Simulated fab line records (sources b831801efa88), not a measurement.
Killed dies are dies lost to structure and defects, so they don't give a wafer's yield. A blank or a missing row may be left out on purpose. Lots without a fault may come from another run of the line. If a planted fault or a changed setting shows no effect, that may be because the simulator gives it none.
Chamber matching + flow sky130 + SKY_METAL3_ETCH_17 on rieDiel-02: 4 sister chambers
The step etches SiO2 in C4F8/O2/Ar, stops on TiN, time 3.9 s, target depth 15 nm. 4 wafers are shown with their chamber, then 8 later ones without.

## WAFERS, EACH WITH ITS CHAMBER
| wafer  | chamber | chamberPressureMTorr (mTorr) |
|--------|---------|------------------------------|
| L085.5 | 3       | 40.08                        |
| L084.1 | 0       | 39.96                        |
| L084.6 | 1       | 40.06                        |
| L090.1 | 2       | 40.01                        |

## WAFERS WITHOUT THEIR CHAMBER
| wafer  | chamberPressureMTorr (mTorr) |
|--------|------------------------------|
| L090.2 | 40.01                        |
| L090.5 | 40.02                        |
| L093.1 | 40.00                        |
| L093.3 | 39.96                        |
| L093.6 | 39.99                        |
| L097.2 | 39.98                        |
| L097.4 | 40.00                        |
| L097.6 | 39.97                        |

## WHICH CHAMBER EACH WENT THROUGH
| wafer  | from the rows above     | in truth                   |
|--------|-------------------------|----------------------------|
| L090.2 | 2                       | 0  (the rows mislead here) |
| L090.5 | 2                       | 2                          |
| L093.1 | 2                       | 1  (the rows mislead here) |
| L093.3 | 0                       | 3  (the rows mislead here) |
| L093.6 | can't be placed: 2 or 0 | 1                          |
| L097.2 | can't be placed: 0 or 2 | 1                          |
| L097.4 | 2                       | 2                          |
| L097.6 | 0                       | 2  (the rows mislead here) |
Correct placement for 2 of the 8. From these rows, 2 cannot be placed; in 0 the true chamber is one of the candidates. Number placed wrongly: 4.
How it was worked out, from the rows above alone: a wafer's distance from a chamber is the root of the sum, over the readings, of the square of ((its reading less the chamber's mean) divided by the reading's scatter). The wafer belongs to the nearest chamber; if the next one is less than 2 further off, it can't be placed. A chamber's mean is the mean of its shown wafers. The scatter: root of mean squared gap, hidden wafer to nearest shown wafer, with one shown wafer a chamber.
